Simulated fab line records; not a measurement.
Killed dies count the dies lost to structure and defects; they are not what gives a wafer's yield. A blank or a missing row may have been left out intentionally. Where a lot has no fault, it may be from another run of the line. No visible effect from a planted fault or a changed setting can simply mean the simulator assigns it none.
Which tool was responsible? :: flow gf180mcu :: 12 lots, 36 wafers sampled, at 4 steps of a route of 602

## WHAT THE GAUGES SHOWED, per wafer
GF_V1_THK_MEAS_03.
lot: L075
measured: day 17 06:02
on: film_metro-02
V1_CVD_02_THK (nm): 839 856 861

lot: L077
measured: day 18 12:14
on: film_metro-02
V1_CVD_02_THK (nm): 849 851 865

lot: L079
measured: day 19 06:55
on: film_metro-02
V1_CVD_02_THK (nm): 840 867 866

lot: L081
measured: day 20 06:11
on: film_metro-02
V1_CVD_02_THK (nm): 847 849 855

lot: L083
measured: day 20 11:23
on: film_metro-01
V1_CVD_02_THK (nm): 839 844 852

lot: L085
measured: day 21 05:35
on: film_metro-04
V1_CVD_02_THK (nm): 847 842 860

lot: L087
measured: day 22 02:28
on: film_metro-04
V1_CVD_02_THK (nm): 840 847 844

lot: L089
measured: day 22 17:38
on: film_metro-02
V1_CVD_02_THK (nm): 840 841 854

lot: L091
measured: day 23 10:25
on: film_metro-04
V1_CVD_02_THK (nm): 843 841 856

lot: L093
measured: day 24 00:15
on: film_metro-02
V1_CVD_02_THK (nm): 849 834 851

lot: L095
measured: day 24 19:41
on: film_metro-04
V1_CVD_02_THK (nm): 822 840 842

lot: L097
measured: day 25 02:10
on: film_metro-01
V1_CVD_02_THK (nm): 840 844 873

## EACH LOT AND THE TOOL THAT RAN IT (in order: tool; ch and the chambers of the sampled wafers; start)
lot: L075
GF_STI_CMP_25: cmp-01 ch 1,2,3, day 2 09:44
GF_SAB_ETCH_11: rie_diel-02 ch 0,1, day 15 05:45
GF_M1_SPUTTER_02: pvd_sputter-03, day 16 06:04

lot: L077
GF_STI_CMP_25: cmp-01 ch 0,1,2, day 2 21:34
GF_SAB_ETCH_11: rie_diel-03 ch 0,1,2, day 16 10:22
GF_M1_SPUTTER_02: pvd_sputter-04, day 17 11:53

lot: L079
GF_STI_CMP_25: cmp-02 ch 1,2,3, day 3 08:05
GF_SAB_ETCH_11: rie_diel-04 ch 1,2, day 17 03:26
GF_M1_SPUTTER_02: pvd_sputter-04, day 18 05:19

lot: L081
GF_STI_CMP_25: cmp-01 ch 0,3, day 3 18:34
GF_SAB_ETCH_11: rie_diel-02 ch 0,1,2, day 18 01:46
GF_M1_SPUTTER_02: pvd_sputter-01, day 19 04:24

lot: L083
GF_STI_CMP_25: cmp-02 ch 0,1,3, day 4 03:16
GF_SAB_ETCH_11: rie_diel-02 ch 0,2,3, day 18 06:58
GF_M1_SPUTTER_02: pvd_sputter-03, day 19 09:52

lot: L085
GF_STI_CMP_25: cmp-02 ch 0,2,3, day 4 14:39
GF_SAB_ETCH_11: rie_diel-02 ch 0,2,3, day 19 01:38
GF_M1_SPUTTER_02: pvd_sputter-04, day 20 04:59

lot: L087
GF_STI_CMP_25: cmp-01 ch 1,2, day 4 21:39
GF_SAB_ETCH_11: rie_diel-02 ch 0,2,3, day 19 21:58
GF_M1_SPUTTER_02: pvd_sputter-03, day 21 01:23

lot: L089
GF_STI_CMP_25: cmp-02 ch 1,2, day 5 09:58
GF_SAB_ETCH_11: rie_diel-03 ch 1,2,3, day 20 14:22
GF_M1_SPUTTER_02: pvd_sputter-03, day 21 16:41

lot: L091
GF_STI_CMP_25: cmp-02 ch 1,2, day 5 19:29
GF_SAB_ETCH_11: rie_diel-04 ch 0,2,3, day 21 07:07
GF_M1_SPUTTER_02: pvd_sputter-03, day 22 10:19

lot: L093
GF_STI_CMP_25: cmp-01 ch 1,2, day 6 04:35
GF_SAB_ETCH_11: rie_diel-04 ch 0,1,2, day 21 21:53
GF_M1_SPUTTER_02: pvd_sputter-04, day 22 23:37

lot: L095
GF_STI_CMP_25: cmp-01 ch 0,1,3, day 6 15:32
GF_SAB_ETCH_11: rie_diel-02 ch 0,3, day 22 18:08
GF_M1_SPUTTER_02: pvd_sputter-01, day 23 20:08

lot: L097
GF_STI_CMP_25: cmp-02 ch 0,2,3, day 7 02:19
GF_SAB_ETCH_11: rie_diel-03 ch 0,1,3, day 23 00:56
GF_M1_SPUTTER_02: pvd_sputter-01, day 24 02:52
- GF_STI_CMP_25: polishes, stops on Si3N4, t overpolish 33 s, target thk 524.6 nm.
- GF_SAB_ETCH_11: etches SiO2 in C4F8/O2/Ar, target depth 55 nm, time 8.5 s.
- GF_M1_SPUTTER_02: material AlCu, target thk 450 nm, time 23.9 s.

## THE ANSWER, worked out from the rows above alone
Rule: what is usual is taken from the lots themselves. The widest of any qualifying gaps counts: lots, ordered by their means at a reading, are off when they make up no more than a third of the lots, leave a main group of 4 or more, and stand apart from it by 3 or more times the standard deviation of that group's means. If all means in a main group match to the digits the tables above print for the reading, that group is not used. Also off: a lot with no number at a reading for which 4 or more lots have one. The other lots that the step has rows for count as sound.
Nothing can be told from this: no lot is off at any reading shown.

## WHAT HAD BEEN PUT IN BY THE SIMULATOR
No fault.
